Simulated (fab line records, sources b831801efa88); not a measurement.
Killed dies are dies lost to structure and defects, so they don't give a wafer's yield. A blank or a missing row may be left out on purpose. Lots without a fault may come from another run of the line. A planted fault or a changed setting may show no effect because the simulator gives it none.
fab line records | flow gf180mcu
record lots=5 wafers=15 last_day=34
route steps=602 shown M4@470 V4@476 MIM@503
lots that met no fault: from a run of the same line without faults
start_h: hours from the record's first day to the start of the lot's first wafer shown | wait_h: hours since the lot's step before | " the same as in the row above | L1.1+2: a row that stands for several wafers | - no value, or no start given | * or withheld: withheld | < > ~ a bound
route shown NAME@n: a module of which the file shows steps, and the number in the route of the first | usual: mean/standard deviation of fault-free wafers | same: alike in all rows | chamber/n: place in a boat | sites: the reading at each site | _std_site: their standard deviation | _edge_site: outer sites' mean less inner sites' | radius_mm: how far each site lies from the wafer's centre | mask NAME#n: copy n | behind: the tool/chamber that last shaped the wafer | hold: why the lot was held/for how many hours/how that ended | device: the transistor (n, p or np) that didn't switch | end of line: the same wafers' tests at the end of the route | a step without rows: its recipe alone | killed: dies lost to structure and defects at the first sort, not the wafer's yield | map: a wafer's dies, x killed, . not, _ none there
set.NAME: the setting as run; set.NAME@STEP: as run at that earlier step | model.NAME: the simulator's own value behind a step, which no gauge read
lots at some steps of the route; a table a step, a row a wafer
services: from which hour (start_h, from the record's first day; less than 0 if before it) a tool's chamber was out of use, for how many hours, and why
## steps
# step GF_M4_CD_MEAS_14
# recipe target_cd_nm=280
# usual cd_nm=280.1/1.5
# columns lot.wafer tool chamber start_h wait_h cd_nm
L076.2 cd_sem-01 - 567.34 0.1 280.8
L076.4 " - " " 282.0
L076.6 " - " " 281.0
L089.1 cd_sem-01 - 660.77 0.1 276.8
L089.4 " - " " 276.6
L089.5 " - " " 277.9
L094.2 cd_sem-01 - 685.74 0.1 278.6
L094.3 " - " " 278.3
L094.4 " - " " 279.4
L095.2 cd_sem-01 - 699.24 0.1 279.6
L095.4 " - " " 278.9
L095.5 " - " " 279.8
L096.1 cd_sem-02 - 700.95 0.1 278.2
L096.2 " - " " 278.2
L096.5 " - " " 279.7
# step GF_M4_OVL_MEAS_15
# usual M4_OVL=0/5.2
# columns lot.wafer tool chamber start_h wait_h M4_OVL[nm]
L076.2 overlay-01 - 567.44 0.1 0
L076.4 " - " " 5
L076.6 " - " " -1
L089.1 overlay-01 - 660.89 0.1 0
L089.4 " - " " -1
L089.5 " - " " -4
L094.2 overlay-02 - 685.85 0.1 -5
L094.3 " - " " 2
L094.4 " - " " -7
L095.2 overlay-01 - 699.35 0.1 -2
L095.4 " - " " -4
L095.5 " - " " -11
L096.1 overlay-02 - 701.07 0.1 -6
L096.2 " - " " -1
L096.5 " - " " -1
# step GF_M4_METAL_ETCH_16
# recipe chemistry=Cl2/BCl3 mask_material=KrF target_depth_nm=750.8 stop_on=SiO2 pressure_mtorr=8 icp_w=800 bias_w=140 Cl2_flow_sccm=80 bcl3_flow_sccm=40 time_s=125.1
# usual drypump_motor_current_A=5.7/0.44 oes_product_au=0.991/0.0062 throttle_valve_pct=28.229/0.0097
# columns lot.wafer tool chamber start_h wait_h drypump_motor_current_A oes_product_au rf_hours_counter_h throttle_valve_pct
L076.2 rie_metal-04 1 567.47 0.0 5.6 0.994 2 28.231
L076.4 " 1 " " 5.6 0.997 - 28.227
L076.6 " 1 " " 5.6 0.995 - 28.231
L089.1 rie_metal-04 0 660.92 0.0 5.9 0.978 2 28.230
L089.4 " 0 " " 5.8 0.986 - 28.228
L089.5 " 0 " " 5.8 0.992 - 28.245
L094.2 rie_metal-01 0 685.92 0.1 5.3 1.002 - 28.233
L094.3 " 0 " " 5.3 0.987 - 28.255
L094.4 " 0 " " 5.3 0.985 - 28.229
L095.2 rie_metal-01 1 699.38 0.0 6.0 0.994 0 28.228
L095.4 " 1 " " 6.1 0.986 - 28.249
L095.5 " 0 " " 5.3 0.979 - 28.253
L096.1 rie_metal-02 1 701.11 0.0 6.4 0.989 13 28.233
L096.2 " 0 " " 5.1 0.980 12 28.222
L096.5 " 1 " " 6.4 0.995 - 28.234
# step GF_M4_STRIP_17
# recipe chemistry=O2/N2 power_w=1400 pressure_mtorr=1500 platen_temp_c=250 o2_flow_sccm=3000 n2_flow_sccm=300 overash_fraction=0.5
# usual drypump_motor_current_A=5.8/0.44 heater_power_w=345/10 oes_product_au=0.537/0.005 strip_time_to_endpoint_s=7.37/0.055
# columns lot.wafer tool chamber start_h wait_h drypump_motor_current_A heater_power_w oes_product_au rf_hours_counter_h strip_time_to_endpoint_s
L076.2 plasma_asher-04 1 567.60 0.1 5.1 345 0.537 93 7.35
L076.4 " 0 " " 5.7 332 0.541 - 7.35
L076.6 " 1 " " 5.1 340 0.528 - 7.35
L089.1 plasma_asher-04 1 661.05 0.1 5.1 359 0.527 102 7.36
L089.4 " 1 " " 5.1 347 0.535 - 7.36
L089.5 " 1 " " 5.1 354 0.532 - 7.34
L094.2 plasma_asher-01 0 686.14 0.2 6.0 350 0.526 28 7.40
L094.3 " 0 " " 5.9 345 0.542 - 7.42
L094.4 " 1 " " 6.2 365 0.540 - 7.41
L095.2 plasma_asher-01 1 699.51 0.1 6.2 355 0.542 30 7.43
L095.4 " 1 " " 6.2 361 0.534 - 7.45
L095.5 " 0 " " 5.9 337 0.541 - 7.51
L096.1 plasma_asher-01 1 701.24 0.1 6.2 367 0.538 30 7.40
L096.2 " 0 " " 5.9 340 0.546 30 7.45
L096.5 " 0 " " 5.9 335 0.542 - 7.36
# step GF_M4_STRIP_18
# recipe chemistry=post_etch_residue_remover time_s=1200 temp_c=72.5
# columns lot.wafer tool chamber start_h wait_h
L076.2+4+6 wet_bench-01 2 567.70 0.1
L089.1+4+5 wet_bench-01 3 661.15 0.1
L094.2+3+4 wet_bench-03 1 686.24 0.1
L095.2+4+5 wet_bench-03 1 699.61 0.1
L096.1+2+5 wet_bench-02 3 701.34 0.1
# step GF_M4_CLEAN_19
# recipe chemistry=DIW dry=n2_spin
# columns lot.wafer tool chamber start_h wait_h
L076.2+4+6 wet_bench-02 1 568.04 0.0
L089.1+4+5 wet_bench-03 3 661.49 0.0
L094.2+3+4 wet_bench-02 2 686.58 0.0
L095.2+4+5 wet_bench-02 3 699.95 0.0
L096.1+2+5 wet_bench-01 3 701.68 0.0
# step GF_V4_CVD_00
# recipe material=SiO2 target_thk_nm=600 sigma_open_frac=0.3 temp_c=400 time_s=100 sih4_flow_sccm=60 pressure_mtorr=6
# columns lot.wafer tool chamber start_h wait_h
L076.2+4+6 hdpcvd-01 2,2,1 568.14 0.0
L089.1+4+5 hdpcvd-02 2,1,0 661.59 0.0
L094.2+3+4 hdpcvd-02 1,2,0 686.67 0.0
L095.2+4+5 hdpcvd-02 1,1,0 700.04 0.0
L096.1+2+5 hdpcvd-01 0,1,2 701.78 0.0
# step GF_V4_THK_MEAS_01
# recipe reads=SiO2_of_V4_CVD_00
# usual V4_CVD_00_THK=601/6.1
# columns lot.wafer tool chamber start_h wait_h V4_CVD_00_THK[nm]
L076.2 film_metro-03 - 568.22 0.0 607
L076.4 " - " " 608
L076.6 " - " " 602
L089.1 film_metro-01 - 661.66 0.0 606
L089.4 " - " " 603
L089.5 " - " " 602
L094.2 film_metro-01 - 686.75 0.0 605
L094.3 " - " " 606
L094.4 " - " " 607
L095.2 film_metro-03 - 700.12 0.0 601
L095.4 " - " " 601
L095.5 " - " " 602
L096.1 film_metro-03 - 701.85 0.0 597
L096.2 " - " " 594
L096.5 " - " " 605
# step GF_V4_CVD_02
# recipe material=SiO2 target_thk_nm=850 precursor=TEOS temp_c=400 time_s=94.851 rf_w=600
# usual heater_power_w=677/92
# columns lot.wafer tool chamber start_h wait_h heater_power_w
L076.2 pecvd-03 0 568.27 0.0 572
L076.4 " 2 " " 821
L076.6 " 0 " " 593
L089.1 pecvd-03 1 661.72 0.1 797
L089.4 " 2 " " 681
L089.5 " 0 " " 531
L094.2 pecvd-02 0 686.80 0.0 618
L094.3 " 1 " " 760
L094.4 " 2 " " 606
L095.2 pecvd-04 0 700.17 0.0 689
L095.4 " 0 " " 556
L095.5 " 2 " " 691
L096.1 pecvd-04 2 701.91 0.1 644
L096.2 " 1 " " 651
L096.5 " 1 " " 665
# step GF_V4_THK_MEAS_03
# recipe reads=SiO2_of_V4_CVD_02
# usual V4_CVD_02_THK=846/12
# columns lot.wafer tool chamber start_h wait_h V4_CVD_02_THK[nm]
L076.2 film_metro-01 - 568.35 0.0 844
L076.4 " - " " 855
L076.6 " - " " 839
L089.1 film_metro-02 - 661.79 0.0 842
L089.4 " - " " 873
L089.5 " - " " 863
L094.2 film_metro-03 - 686.88 0.0 827
L094.3 " - " " 844
L094.4 " - " " 863
L095.2 film_metro-03 - 700.25 0.0 838
L095.4 " - " " 844
L095.5 " - " " 838
L096.1 film_metro-02 - 701.98 0.0 834
L096.2 " - " " 833
L096.5 " - " " 844
# step GF_V4_CMP_04
# recipe material=SiO2 down_force_psi=4 platen_rpm=60 pad_velocity_m_s=0.94248
# usual motor_current_A=11.9/1.6 time_to_endpoint_s=79/6.5
# columns lot.wafer tool chamber start_h wait_h motor_current_A time_to_endpoint_s
L076.2 cmp-01 2 568.40 0.0 11.6 73
L076.4 " 0 " " 12.1 89
L076.6 " 3 " " 10.5 73
L089.4 cmp-01 3 661.87 0.0 10.3 85
L089.1 " 0 " " 12.5 78
L089.5 " 3 " " 10.5 82
L094.4 cmp-02 1 686.98 0.1 14.5 88
L094.3 " 2 " " 14.6 84
L094.2 " 3 " " 10.6 68
L095.4 cmp-02 2 700.30 0.0 15.0 83
L095.2 " 0 " " 11.8 80
L095.5 " 2 " " 14.9 81
L096.1 cmp-01 3 702.56 0.6 10.4 73
L096.2 " 0 " " 12.1 77
L096.5 " 2 " " 11.1 79
# step GF_V4_BOW_MEAS_05
# recipe mode=bow
# usual V4_BOW=136/7.9
# columns lot.wafer tool chamber start_h wait_h V4_BOW[um]
L076.2 film_metro-01 - 568.72 0.3 136
L076.4 " - " " 136
L076.6 " - " " 137
L089.1 film_metro-03 - 662.17 0.2 137
L089.4 " - " " 150
L089.5 " - " " 160
L094.2 film_metro-03 - 687.25 0.1 143
L094.3 " - " " 130
L094.4 " - " " 145
L095.2 film_metro-03 - 700.62 0.2 125
L095.4 " - " " 145
L095.5 " - " " 139
L096.1 film_metro-03 - 702.79 0.2 147
L096.2 " - " " 142
L096.5 " - " " 140
# step GF_V4_DEHYDRATE_06
# recipe temp_c=200 time_s=60
# columns lot.wafer tool chamber start_h wait_h
L076.2+4+6 litho_track-01 0 577.41 8.7
L089.1+4+5 litho_track-02 0 670.30 8.1
L094.2+3+4 litho_track-03 0 696.80 9.5
L095.2+4+5 litho_track-01 0 708.26 7.6
L096.1+2+5 litho_track-03 0 710.82 8.0
# step GF_V4_HMDS_07
# recipe prime_time_s=60 prime_temp_c=120
# usual prime_temp_c=120.04/0.13
# same prime_time_s=60
# columns lot.wafer tool chamber start_h wait_h prime_temp_c
L076.2 litho_track-01 0 577.56 0.1 120.12
L076.4 " 0 " " 120.04
L076.6 " 0 " " 119.83
L089.1 litho_track-02 0 670.45 0.1 120.11
L089.4 " 0 " " 120.08
L089.5 " 0 " " 119.93
L094.2 litho_track-03 0 696.95 0.1 119.94
L094.3 " 0 " " 119.99
L094.4 " 0 " " 119.91
L095.2 litho_track-01 0 708.41 0.1 120.26
L095.4 " 0 " " 120.16
L095.5 " 0 " " 120.19
L096.1 litho_track-03 0 710.97 0.1 120.06
L096.2 " 0 " " 120.04
L096.5 " 0 " " 119.97
# step GF_V4_COAT_08
# recipe resist=BARC temp_c=withheld time_s=withheld spin_rpm=withheld resist_thk_nm=withheld
# columns lot.wafer tool chamber start_h wait_h
L076.2+4+6 litho_track-01 0 577.71 0.1
L089.1+4+5 litho_track-02 0 670.60 0.1
L094.2+3+4 litho_track-03 0 697.10 0.1
L095.2+4+5 litho_track-01 0 708.56 0.1
L096.1+2+5 litho_track-03 0 711.12 0.1
# step GF_V4_COAT_09
# recipe resist=KrF spin_rpm=withheld resist_thk_nm=1000
# columns lot.wafer tool chamber start_h wait_h
L076.2+4+6 litho_track-01 0 - -
L089.1+4+5 litho_track-02 0 - -
L094.2+3+4 litho_track-03 0 - -
L095.2+4+5 litho_track-01 0 - -
L096.1+2+5 litho_track-03 0 - -
# step GF_V4_SOFTBAKE_10
# recipe temp_c=130 time_s=60 resist=KrF
# columns lot.wafer tool chamber start_h wait_h
L076.2+4+6 litho_track-01 0 - -
L089.1+4+5 litho_track-02 0 - -
L094.2+3+4 litho_track-03 0 - -
L095.2+4+5 litho_track-01 0 - -
L096.1+2+5 litho_track-03 0 - -
# step GF_V4_EXPOSE_11
# recipe mask_id=Via4 target_cd_nm=260 na=0.68 source_shape=conventional sigma_outer=0.6 dose_mj=38
# columns lot.wafer tool chamber start_h wait_h mask
L076.2+4+6 krf_scanner-01 0 - - Via4#0
L089.1+4+5 krf_scanner-01 0 - - Via4#0
L094.2+3+4 krf_scanner-01 0 - - Via4#0
L095.2+4+5 krf_scanner-02 0 - - Via4#0
L096.1+2+5 krf_scanner-01 0 - - Via4#0
# step GF_V4_PEB_12
# recipe peb_temp_c=135 peb_time_s=90 resist=KrF
# same peb_time_s=90
# columns lot.wafer tool chamber start_h wait_h
L076.2+4+6 litho_track-03 0 - -
L089.1+4+5 litho_track-03 0 - -
L094.2+3+4 litho_track-01 0 - -
L095.2+4+5 litho_track-02 0 - -
L096.1+2+5 litho_track-03 0 - -
# step GF_V4_DEVELOP_13
# recipe develop_time_s=60 resist=KrF dev_temp_c=21
# columns lot.wafer tool chamber start_h wait_h
L076.2+4+6 litho_track-03 0 589.55 0.2
L089.1+4+5 litho_track-03 0 681.22 0.2
L094.2+3+4 litho_track-01 0 706.26 0.2
L095.2+4+5 litho_track-02 0 718.28 0.2
L096.1+2+5 litho_track-03 0 720.72 0.2
# step GF_V4_CD_MEAS_14
# recipe target_cd_nm=260
# usual cd_nm=260.3/1.1
# columns lot.wafer tool chamber start_h wait_h cd_nm
L076.2 cd_sem-01 - 589.69 0.1 259.7
L076.4 " - " " 260.4
L076.6 " - " " 261.1
L089.1 cd_sem-01 - 681.37 0.1 259.6
L089.4 " - " " 261.5
L089.5 " - " " 259.0
L094.2 cd_sem-02 - 706.40 0.1 258.3
L094.3 " - " " 257.9
L094.4 " - " " 259.4
L095.2 cd_sem-02 - 718.42 0.1 260.6
L095.4 " - " " 260.4
L095.5 " - " " 260.1
L096.1 cd_sem-02 - 720.87 0.1 259.9
L096.2 " - " " 259.0
L096.5 " - " " 259.4
# step GF_V4_OVL_MEAS_15
# usual V4_OVL=-2/6.1
# columns lot.wafer tool chamber start_h wait_h V4_OVL[nm]
L076.2 overlay-02 - 589.80 0.1 -3
L076.4 " - " " 3
L076.6 " - " " -1
L089.1 overlay-01 - 681.49 0.1 -6
L089.4 " - " " 3
L089.5 " - " " -2
L094.2 overlay-01 - 706.51 0.1 4
L094.3 " - " " -4
L094.4 " - " " 2
L095.2 overlay-01 - 718.53 0.1 8
L095.4 " - " " 5
L095.5 " - " " 4
L096.1 overlay-01 - 720.99 0.1 0
L096.2 " - " " -11
L096.5 " - " " -5
# step GF_V4_ETCH_16
# recipe chemistry=N2/H2 target_depth_a=withheld overetch_a=withheld time_s=withheld target=BARC ion_energy_ev=200 source_w=500 bias_w=100 pressure_mtorr=30 n2_flow_sccm=100 h2_flow_sccm=200
# usual drypump_motor_current_A=5.8/0.48 oes_product_au=0.853/0.0049 throttle_valve_pct=13.224/0.0094
# columns lot.wafer tool chamber start_h wait_h drypump_motor_current_A oes_product_au throttle_valve_pct
L076.2 rie_diel-01 0 589.83 0.0 4.9 0.855 13.220
L076.4 " 2 " " 6.3 0.854 13.216
L076.6 " 2 " " 6.3 0.862 13.215
L089.1 rie_diel-03 0 681.53 0.0 6.0 0.858 13.232
L089.4 " 3 " " 5.5 0.853 13.222
L089.5 " 0 " " 6.0 0.856 13.222
L094.2 rie_diel-03 1 706.54 0.0 5.1 0.858 13.233
L094.3 " 3 " " 5.4 0.852 13.219
L094.4 " 0 " " 5.9 0.847 13.225
L095.2 rie_diel-04 1 718.56 0.0 6.4 0.853 13.236
L095.4 " 0 " " 5.5 0.845 13.219
L095.5 " 1 " " 6.5 0.852 13.225
L096.1 rie_diel-04 3 721.03 0.0 5.8 0.866 13.227
L096.2 " 0 " " 5.5 0.857 13.237
L096.5 " 3 " " 5.8 0.856 13.223
# step GF_V4_ETCH_17
# recipe chemistry=C4F8/O2/Ar mask_material=KrF target=SiO2 stop_on=TiN source_w=1500 bias_w=1200 pressure_mtorr=40 c4f8_flow_sccm=withheld O2_flow_sccm=6 Ar_flow_sccm=300 time_s=withheld target_depth_a=6300
# usual oes_product_au=0.856/0.0045
# columns lot.wafer tool chamber start_h wait_h oes_product_au
L076.2 rie_diel-01 0 - - 0.860
L076.4 " 2 " " 0.850
L076.6 " 2 " " 0.853
L089.1 rie_diel-03 0 - - 0.861
L089.4 " 3 " " 0.855
L089.5 " 0 " " 0.856
L094.2 rie_diel-03 1 - - 0.857
L094.3 " 3 " " 0.848
L094.4 " 0 " " 0.846
L095.2 rie_diel-04 1 - - 0.851
L095.4 " 0 " " 0.860
L095.5 " 1 " " 0.856
L096.1 rie_diel-04 3 - - 0.856
L096.2 " 0 " " 0.852
L096.5 " 3 " " 0.855
# step GF_V4_STRIP_18
# recipe chemistry=O2/N2 power_w=1400 pressure_mtorr=1500 platen_temp_c=250 o2_flow_sccm=3000 n2_flow_sccm=300 overash_fraction=0.5
# usual drypump_motor_current_A=5.9/0.45 heater_power_w=369/36 oes_product_au=0.592/0.0051
# columns lot.wafer tool chamber start_h wait_h drypump_motor_current_A heater_power_w oes_product_au rf_hours_counter_h
L076.2 plasma_asher-03 1 589.96 - 5.1 445 0.586 47
L076.4 " 1 " " 5.1 444 0.592 -
L076.6 " 0 " " 5.7 385 0.586 -
L089.1 plasma_asher-03 0 681.66 - 5.7 379 0.591 57
L089.4 " 1 " " 5.1 432 0.596 -
L089.5 " 1 " " 5.1 442 0.597 -
L094.2 plasma_asher-01 0 706.67 - 6.0 351 0.594 31
L094.3 " 1 " " 6.2 355 0.599 -
L094.4 " 0 " " 6.0 348 0.606 -
L095.2 plasma_asher-01 1 718.69 - 6.2 361 0.592 32
L095.4 " 1 " " 6.2 361 0.588 -
L095.5 " 1 " " 6.2 357 0.588 -
L096.1 plasma_asher-03 1 721.16 - 5.0 443 0.588 61
L096.2 " 0 " " 5.7 386 0.596 61
L096.5 " 1 " " 5.1 449 0.579 -
# step GF_V4_STRIP_19
# recipe chemistry=post_etch_residue_remover time_s=1200 temp_c=72.5
# columns lot.wafer tool chamber start_h wait_h
L076.2+4+6 wet_bench-02 2 590.06 0.1
L089.1+4+5 wet_bench-02 1 681.76 0.1
L094.2+3+4 wet_bench-02 1 706.77 0.1
L095.2+4+5 wet_bench-02 1 718.79 0.1
L096.1+2+5 wet_bench-02 1 721.26 0.1
# step GF_V4_CLEAN_20
# recipe chemistry=DIW dry=n2_spin
# columns lot.wafer tool chamber start_h wait_h
L076.2+4+6 wet_bench-04 0 590.40 0.0
L089.1+4+5 wet_bench-02 1 682.10 0.0
L094.2+3+4 wet_bench-03 1 707.11 0.0
L095.2+4+5 wet_bench-04 0 719.20 0.0
L096.1+2+5 wet_bench-02 1 721.66 0.0
# step GF_V4_SPUTTER_21
# recipe material=Ti target_thk_nm=15 chamber_pressure_pa=5 power_w=2500 substrate_temp_c=200 time_s=80.02
# usual throttle_valve_pct=30.1/0.69
# columns lot.wafer tool chamber start_h wait_h throttle_valve_pct
L076.2 pvd_sputter-04 - 590.49 0.0 30.3
L076.4 " - " " 31.1
L076.6 " - " " 31.2
L089.1 pvd_sputter-04 - 682.19 0.0 31.3
L089.4 " - " " 30.0
L089.5 " - " " 31.6
L094.2 pvd_sputter-04 - 707.20 0.0 31.7
L094.3 " - " " 30.2
L094.4 " - " " 29.1
L095.2 pvd_sputter-04 - 719.29 0.0 31.4
L095.4 " - " " 29.3
L095.5 " - " " 30.2
L096.1 pvd_sputter-01 - 721.77 0.0 29.1
L096.2 " - " " 30.1
L096.5 " - " " 30.6
# step GF_V4_SPUTTER_22
# recipe material=TiN target_thk_nm=10 chamber_pressure_pa=5 power_w=4000 time_s=40
# usual throttle_valve_pct=30.1/0.7
# columns lot.wafer tool chamber start_h wait_h throttle_valve_pct
L076.2 pvd_sputter-04 - 590.55 0.0 30.2
L076.4 " - " " 31.2
L076.6 " - " " 31.2
L089.1 pvd_sputter-04 - 682.25 0.0 31.5
L089.4 " - " " 30.3
L089.5 " - " " 31.5
L094.2 pvd_sputter-04 - 707.26 0.0 31.6
L094.3 " - " " 30.2
L094.4 " - " " 29.2
L095.2 pvd_sputter-04 - 719.35 0.0 31.6
L095.4 " - " " 29.4
L095.5 " - " " 30.1
L096.1 pvd_sputter-01 - 721.83 0.0 29.2
L096.2 " - " " 30.1
L096.5 " - " " 30.4
# step GF_V4_CVD_23
# recipe material=W target_thk_nm=350 time_s=104.9 temp_c=400 pressure_torr=40
# usual heater_power_w=854/81
# columns lot.wafer tool chamber start_h wait_h heater_power_w
L076.2 cvd_w-02 0 590.59 0.0 842
L076.4 " 0 " " 830
L076.6 " 1 " " 859
L089.1 cvd_w-01 1 682.29 0.0 961
L089.4 " 1 " " 969
L089.5 " 0 " " 735
L094.2 cvd_w-01 0 707.30 0.0 752
L094.3 " 1 " " 961
L094.4 " 0 " " 751
L095.2 cvd_w-01 1 719.39 0.0 968
L095.4 " 0 " " 757
L095.5 " 0 " " 743
L096.1 cvd_w-02 0 721.87 0.0 861
L096.2 " 1 " " 866
L096.5 " 1 " " 875
# step GF_V4_RS_MEAS_24
# recipe thk_meas_gauge=four-point-probe reads=W_of_V4_CVD_23+TiN_of_V4_SPUTTER_22+Ti_of_V4_SPUTTER_21
# usual V4_W_RS=0.330/0.0038
# columns lot.wafer tool chamber start_h wait_h V4_W_RS[ohm/sq]
L076.2 film_metro-01 - 590.72 0.1 0.329
L076.4 " - " " 0.330
L076.6 " - " " 0.327
L089.1 film_metro-03 - 682.40 0.1 0.329
L089.4 " - " " 0.327
L089.5 " - " " 0.333
L094.2 film_metro-03 - 707.43 0.1 0.326
L094.3 " - " " 0.330
L094.4 " - " " 0.332
L095.2 film_metro-02 - 719.52 0.1 0.328
L095.4 " - " " 0.333
L095.5 " - " " 0.332
L096.1 film_metro-02 - 721.98 0.1 0.332
L096.2 " - " " 0.330
L096.5 " - " " 0.330
# step GF_V4_THK_MEAS_25
# recipe thk_meas_gauge=xrf reads=W_of_V4_CVD_23
# usual V4_W_THK=342/5.6
# columns lot.wafer tool chamber start_h wait_h V4_W_THK[nm]
L076.2 film_metro-01 - 590.83 0.1 349
L076.4 " - " " 350
L076.6 " - " " 353
L089.1 film_metro-03 - 682.52 0.1 338
L089.4 " - " " 342
L089.5 " - " " 334
L094.2 film_metro-03 - 707.54 0.1 344
L094.3 " - " " 340
L094.4 " - " " 338
L095.2 film_metro-02 - 719.63 0.1 344
L095.4 " - " " 340
L095.5 " - " " 341
L096.1 film_metro-02 - 722.10 0.1 337
L096.2 " - " " 339
L096.5 " - " " 339
# step GF_V4_CMP_26
# recipe stop_on=SiO2 down_force_psi=3.5 platen_rpm=60 t_overpolish_s=15 target_thk_nm=0 pad_velocity_m_s=0.94248
# usual motor_current_A=10.8/1.5 overpolish_run_s=14.999/0.0095 time_to_endpoint_s=84/4
# columns lot.wafer tool chamber start_h wait_h motor_current_A overpolish_run_s time_to_endpoint_s
L076.2 cmp-02 2 590.88 0.0 13.9 15.003 89
L076.4 " 0 " " 11.4 14.997 86
L076.6 " 3 " " 9.6 14.988 82
L089.4 cmp-01 0 682.68 0.1 11.4 15.015 88
L089.1 " 1 " " 9.0 14.994 87
L089.5 " 2 " " 10.3 14.991 78
L094.4 cmp-01 1 707.68 0.1 9.1 14.993 89
L094.2 " 2 " " 10.7 15.004 85
L094.3 " 0 " " 10.8 15.006 88
L095.4 cmp-02 3 719.68 0.0 9.8 15.008 79
L095.2 " 0 " " 10.5 14.987 86
L095.5 " 0 " " 11.0 15.005 87
L096.1 cmp-02 2 722.16 0.1 14.2 14.993 87
L096.2 " 3 " " 9.8 15.016 81
L096.5 " 2 " " 13.1 15.005 89
# step GF_MIM_SPUTTER_00
# recipe material=Ti target_thk_nm=37.5 arriving_ion_energy_ev=80 substrate_temp_c=200 chamber_pressure_pa=2 power_w=4000 time_s=150
# usual throttle_valve_pct=29.9/0.85
# columns lot.wafer tool chamber start_h wait_h throttle_valve_pct
L076.2 pvd_sputter-02 - 591.18 0.2 29.9
L076.4 " - " " 28.8
L076.6 " - " " 29.0
L089.1 pvd_sputter-02 - 682.88 0.1 29.0
L089.4 " - " " 28.9
L089.5 " - " " 31.0
L094.2 pvd_sputter-04 - 707.98 0.2 29.2
L094.3 " - " " 31.2
L094.4 " - " " 31.5
L095.2 pvd_sputter-01 - 719.98 0.2 29.0
L095.4 " - " " 30.2
L095.5 " - " " 29.3
L096.1 pvd_sputter-01 - 722.46 0.2 29.1
L096.2 " - " " 29.5
L096.5 " - " " 30.0
# step GF_MIM_SPUTTER_01
# recipe material=TiN target_thk_nm=30 power_w=6500 time_s=25 chamber_pressure_pa=0.4
# usual throttle_valve_pct=29.9/0.82
# columns lot.wafer tool chamber start_h wait_h throttle_valve_pct
L076.2 pvd_sputter-02 - 591.28 0.1 29.8
L076.4 " - " " 28.9
L076.6 " - " " 29.1
L089.1 pvd_sputter-02 - 682.98 0.1 29.0
L089.4 " - " " 29.0
L089.5 " - " " 30.8
L094.2 pvd_sputter-04 - 708.08 0.1 29.4
L094.3 " - " " 31.0
L094.4 " - " " 31.4
L095.2 pvd_sputter-01 - 720.08 0.1 28.9
L095.4 " - " " 30.2
L095.5 " - " " 28.9
L096.1 pvd_sputter-01 - 722.56 0.1 29.0
L096.2 " - " " 29.5
L096.5 " - " " 30.3
# step GF_MIM_SPUTTER_02
# recipe material=AlCu target_thk_nm=450 power_w=10600 time_s=23.9 chamber_pressure_pa=0.4
# usual throttle_valve_pct=30.0/0.83
# columns lot.wafer tool chamber start_h wait_h throttle_valve_pct
L076.2 pvd_sputter-02 - 591.31 0.0 30.1
L076.4 " - " " 28.6
L076.6 " - " " 29.0
L089.1 pvd_sputter-02 - 683.01 0.0 28.9
L089.4 " - " " 29.1
L089.5 " - " " 30.9
L094.2 pvd_sputter-04 - 708.11 0.0 29.4
L094.3 " - " " 31.2
L094.4 " - " " 31.6
L095.2 pvd_sputter-01 - 720.11 0.0 29.1
L095.4 " - " " 30.3
L095.5 " - " " 29.2
L096.1 pvd_sputter-01 - 722.59 0.0 29.2
L096.2 " - " " 29.7
L096.5 " - " " 30.3
# step GF_MIM_SPUTTER_03
# recipe material=Ti target_thk_nm=10 substrate_temp_c=300 chamber_pressure_pa=0.3 power_w=3000 time_s=6.7
# usual throttle_valve_pct=29.9/0.83
# columns lot.wafer tool chamber start_h wait_h throttle_valve_pct
L076.2 pvd_sputter-02 - 591.34 0.0 29.8
L076.4 " - " " 28.6
L076.6 " - " " 29.1
L089.1 pvd_sputter-02 - 683.04 0.0 29.0
L089.4 " - " " 29.0
L089.5 " - " " 31.1
L094.2 pvd_sputter-04 - 708.14 0.0 29.3
L094.3 " - " " 31.1
L094.4 " - " " 31.4
L095.2 pvd_sputter-01 - 720.14 0.0 29.3
L095.4 " - " " 30.3
L095.5 " - " " 29.0
L096.1 pvd_sputter-01 - 722.62 0.0 29.1
L096.2 " - " " 29.6
L096.5 " - " " 30.0
# step GF_MIM_SPUTTER_04
# recipe material=TiN target_thk_nm=50 power_w=6500 time_s=41.7 chamber_pressure_pa=0.4
# usual throttle_valve_pct=30.0/0.83
# columns lot.wafer tool chamber start_h wait_h throttle_valve_pct
L076.2 pvd_sputter-02 - 591.36 0.0 29.8
L076.4 " - " " 29.0
L076.6 " - " " 29.2
L089.1 pvd_sputter-02 - 683.06 0.0 28.5
L089.4 " - " " 28.9
L089.5 " - " " 31.1
L094.2 pvd_sputter-04 - 708.16 0.0 29.2
L094.3 " - " " 30.8
L094.4 " - " " 31.5
L095.2 pvd_sputter-01 - 720.16 0.0 29.1
L095.4 " - " " 30.3
L095.5 " - " " 29.6
L096.1 pvd_sputter-01 - 722.64 0.0 29.0
L096.2 " - " " 30.0
L096.5 " - " " 30.2
# step GF_MIM_CVD_05
# recipe material=Si3N4 target_thk_nm=42 temp_max_c=400 temp_c=385 time_s=29.086 rf_w=450
# usual heater_power_w=632/82 temp_max_c=400.01/0.26
# columns lot.wafer tool chamber start_h wait_h heater_power_w temp_max_c
L076.2 pecvd-02 0 591.40 0.0 744 399.99
L076.4 " 1 " " 679 399.82
L076.6 " 2 " " 639 399.93
L089.1 pecvd-01 0 683.10 0.0 621 399.49
L089.4 " 0 " " 620 400.05
L089.5 " 1 " " 464 399.55
L094.2 pecvd-04 0 708.20 0.0 626 400.04
L094.3 " 1 " " 584 399.33
L094.4 " 2 " " 665 400.26
L095.2 pecvd-04 1 720.20 0.0 628 399.56
L095.4 " 2 " " 739 400.31
L095.5 " 1 " " 664 399.74
L096.1 pecvd-01 0 722.68 0.0 733 400.36
L096.2 " 2 " " 697 400.04
L096.5 " 0 " " 738 400.43
## services
# columns tool chamber start_h hours kind
rie_diel-03 0 544.00 8.7 repair
cmp-02 - 556.30 5.4 pm
plasma_asher-01 - 563.37 1.7 repair
pvd_sputter-04 - 565.59 16.2 repair
cmp-02 - 566.81 1.6 repair
rie_diel-03 3 571.10 6.9 repair
cmp-01 - 572.25 4.0 pm
pvd_sputter-02 - 573.92 0.5 repair
pecvd-04 - 576.74 6.2 repair
cmp-01 - 589.61 6.9 repair
rie_diel-04 2 589.78 5.0 repair
krf_scanner-01 - 589.88 1.0 pm
pvd_sputter-04 - 623.62 3.3 repair
cmp-01 - 626.89 6.4 repair
rie_diel-04 - 634.73 2.8 pm
pecvd-04 - 640.37 0.8 pm
rie_diel-03 3 647.43 2.3 repair
pvd_sputter-01 - 648.08 17.5 repair
cmp-01 - 650.79 0.3 repair
cmp-02 - 654.74 0.7 repair
cmp-02 - 665.92 6.6 pm
plasma_asher-01 - 671.19 3.8 repair
cmp-02 - 701.79 13.8 pm
pvd_sputter-01 - 711.25 2.3 repair
## key
fault none
